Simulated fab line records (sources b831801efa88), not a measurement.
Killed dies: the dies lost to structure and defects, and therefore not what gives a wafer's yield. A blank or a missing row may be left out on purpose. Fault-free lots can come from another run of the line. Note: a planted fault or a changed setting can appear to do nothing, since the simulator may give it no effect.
The tool behind it: which one? | flow gf180mcu | 14 lots with 42 wafers sampled at 3 steps, on a route of 602 steps

## WHAT EACH GAUGE READ, for each wafer
GF_V2_OVL_MEAS_15. Usual: for V2_OVL the level is 3 nm and the standard deviation is 5.
lot  | measured     | on         | V2_OVL (nm) | flag
L164 | day 20 07:10 | overlay-02 | 0 2 3       | 
L165 | day 20 20:39 | overlay-01 | 5 4 7       | 
L168 | day 21 22:04 | overlay-01 | -1 -3 -3    | 
L169 | day 22 13:43 | overlay-02 | 2 2 5       | 
L170 | day 23 03:19 | overlay-01 | -2 3 5      | 
L171 | day 23 08:54 | overlay-02 | 10 11 6     | 
L174 | day 24 10:34 | overlay-01 | 5 7 0       | 
L175 | day 24 18:54 | overlay-01 | -3 -2 -10   | 
L176 | day 25 03:27 | overlay-02 | 10 2 7      | 
L182 | day 27 02:10 | overlay-02 | 0 3 9       | 
L183 | day 27 02:55 | overlay-02 | 7 -4 1      | 
L184 | day 27 12:49 | overlay-01 | 1 -1 0      | 
L186 | day 27 20:03 | overlay-02 | 0 0 -4      | 
L185 | day 28 00:52 | overlay-01 | -5 1 -10    | 

## EACH LOT AND THE TOOL THAT RAN IT (in order: tool; ch and the chambers of the sampled wafers; start)
lot  | GF_SALICIDE_RTA_06              | GF_M1_SPUTTER_04
L164 | rtpAnneal-02 ch 0, day 15 05:21 | pvdSputter-03, day 16 05:11
L165 | rtpAnneal-02 ch 0, day 15 17:19 | pvdSputter-03, day 16 17:43
L168 | rtpAnneal-02 ch 0, day 16 16:44 | pvdSputter-04, day 17 18:28
L169 | rtpAnneal-02 ch 0, day 17 09:26 | pvdSputter-03, day 18 10:53
L170 | rtpAnneal-02 ch 0, day 17 22:42 | pvdSputter-01, day 18 23:50
L171 | rtpAnneal-02 ch 0, day 18 03:55 | pvdSputter-03, day 19 06:04
L174 | rtpAnneal-01 ch 0, day 19 07:27 | pvdSputter-03, day 20 10:24
L175 | rtpAnneal-02 ch 0, day 19 16:34 | pvdSputter-04, day 20 18:53
L176 | rtpAnneal-02 ch 0, day 20 03:07 | pvdSputter-04, day 21 04:55
L182 | rtpAnneal-01 ch 0, day 22 05:28 | pvdSputter-03, day 23 06:46
L183 | rtpAnneal-02 ch 0, day 22 06:42 | pvdSputter-03, day 23 07:43
L184 | rtpAnneal-01 ch 0, day 22 16:29 | pvdSputter-01, day 23 17:40
L186 | rtpAnneal-01 ch 0, day 23 03:03 | pvdSputter-04, day 24 03:49
L185 | rtpAnneal-02 ch 0, day 23 06:55 | pvdSputter-04, day 24 07:46
- GF_SALICIDE_RTA_06: time 30 s.
- GF_M1_SPUTTER_04: material TiN, target thk 50 nm, time 41.7 s.

## AS READ BY THE TOOLS THEMSELVES (means over the sampled wafers that have a number; for cases with no such wafer, the mark the record gives instead)
GF_SALICIDE_RTA_06. Usual: chamberO2Ppm 2.000, standard deviation 0.023; lampPowerPct 6.51 %, standard deviation 0.19; wafer_temp_C_max 531.8, standard deviation 0.6.
lot  | tool         | chamberO2Ppm | lampPowerPct (%) | wafer_temp_C_max | flag
L164 | rtpAnneal-02 | 1.981        | 6.62             | 531.5            | 
L165 | rtpAnneal-02 | 1.975        | 6.63             | 531.9            | 
L168 | rtpAnneal-02 | 2.015        | 6.63             | 531.4            | 
L169 | rtpAnneal-02 | 2.013        | 6.63             | 531.9            | 
L170 | rtpAnneal-02 | 2.008        | 6.62             | 531.4            | 
L171 | rtpAnneal-02 | 1.997        | 6.63             | 531.5            | 
L174 | rtpAnneal-01 | 1.989        | 6.21             | 532.6            | 
L175 | rtpAnneal-02 | 301.997      | 6.62             | 531.4            | OFF
L176 | rtpAnneal-02 | 302.017      | 6.63             | 531.4            | OFF
L182 | rtpAnneal-01 | 2.023        | 6.21             | 532.3            | 
L183 | rtpAnneal-02 | 2.029        | 6.63             | 531.4            | 
L184 | rtpAnneal-01 | 1.977        | 6.21             | 532.3            | 
L186 | rtpAnneal-01 | 1.966        | 6.21             | 532.7            | 
L185 | rtpAnneal-02 | 2.026        | 6.63             | 531.5            | 

GF_M1_SPUTTER_04. Usual: cathodeDcPowerW 6500.0 W, standard deviation 1.2; throttleValvePct 30.0 %, standard deviation 0.98.
lot  | tool          | cathodeDcPowerW (W) | throttleValvePct (%) | flag
L164 | pvdSputter-03 | 6501.4              | 29.5                 | 
L165 | pvdSputter-03 | 6500.2              | 29.5                 | 
L168 | pvdSputter-04 | 6499.3              | 30.5                 | 
L169 | pvdSputter-03 | 6499.6              | 30.6                 | 
L170 | pvdSputter-01 | 6499.6              | 30.0                 | 
L171 | pvdSputter-03 | 6499.9              | 29.7                 | 
L174 | pvdSputter-03 | 6500.0              | 29.4                 | 
L175 | pvdSputter-04 | 6499.4              | 31.4                 | 
L176 | pvdSputter-04 | 6499.7              | 30.1                 | 
L182 | pvdSputter-03 | 6500.0              | 29.3                 | 
L183 | pvdSputter-03 | 6499.8              | 28.7                 | 
L184 | pvdSputter-01 | 6500.0              | 29.8                 | 
L186 | pvdSputter-04 | 6500.1              | 30.4                 | 
L185 | pvdSputter-04 | 6501.2              | 30.7                 | 

## THE ANSWER, worked out from the rows above alone
Rule: a lot is off if the mean of its wafers that have a number lies more than 3 standard deviations from the usual mean. Also off: a lot with no number at a reading for which 4 or more lots have one. Any other lot the step has rows for is counted as sound. After the gauges, taken in route order, come the tools' own readings; for these a lot's mean is taken, as printed above. The first step at which some lot is off is used, and at that step the reading that is off furthest; a lot without a number counts as furthest.
Off: L175, L176 (GF_SALICIDE_RTA_06, chamberO2Ppm).
If a tool, at that step or one of the process steps before it, ran each lot that is off and ran no sound lot following the first of them, it fits. No candidate that was tried fits.

## WHAT THE SIMULATOR HAD INSERTED
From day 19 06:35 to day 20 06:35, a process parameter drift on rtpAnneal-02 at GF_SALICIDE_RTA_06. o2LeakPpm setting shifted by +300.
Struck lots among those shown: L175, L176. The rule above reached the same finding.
